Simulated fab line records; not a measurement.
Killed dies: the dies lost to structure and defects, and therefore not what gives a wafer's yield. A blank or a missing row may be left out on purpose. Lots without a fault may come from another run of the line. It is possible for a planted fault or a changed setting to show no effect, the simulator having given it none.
Matching of chambers	flow gf180mcu	GF_V5_CMP_04 on cmp-01: 4 sister chambers
The step polishes SiO2. 4 wafers are shown with their chamber, then 7 later ones without.

== EACH WAFER AND ITS CHAMBER ==
wafer	chamber	motor_current_A (A)
L970.6	2	12.9
L974.2	0	11.3
L976.1	3	13.1
L976.4	1	13.5

== WAFERS MISSING THEIR CHAMBER ==
wafer	motor_current_A (A)
L976.5	12.6
L977.3	12.4
L977.4	13.1
L977.6	12.1
L978.1	13.7
L978.2	12.4
L978.6	12.7

== EACH ONE'S CHAMBER ==
wafer	from the rows above	in truth
L976.5	can't be placed: 2 or 3 or 1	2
L977.3	can't be placed: 2 or 3 or 0 or 1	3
L977.4	can't be placed: 3 or 2 or 1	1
L977.6	can't be placed: 0 or 2 or 3 or 1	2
L978.1	can't be placed: 1 or 3 or 2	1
L978.2	can't be placed: 2 or 3 or 0 or 1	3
L978.6	can't be placed: 2 or 3 or 1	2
Correct placement for 0 of the 7. These rows do not allow placing 7 (true chamber among the candidates in 7). Wrongly placed: 0.
How it was worked out, from the rows above alone: a wafer's distance from a chamber is the root of the sum, over the readings, of the square of ((its reading less the chamber's mean) divided by the reading's scatter). If the next closest chamber is less than 2 further off than the closest, the wafer can't be placed; otherwise it belongs to the closest. For every chamber, the mean is computed from those of its wafers that are shown. The scatter (one wafer shown for each chamber): square how far every hidden wafer sits from the nearest shown wafer, average those squares and take the square root.
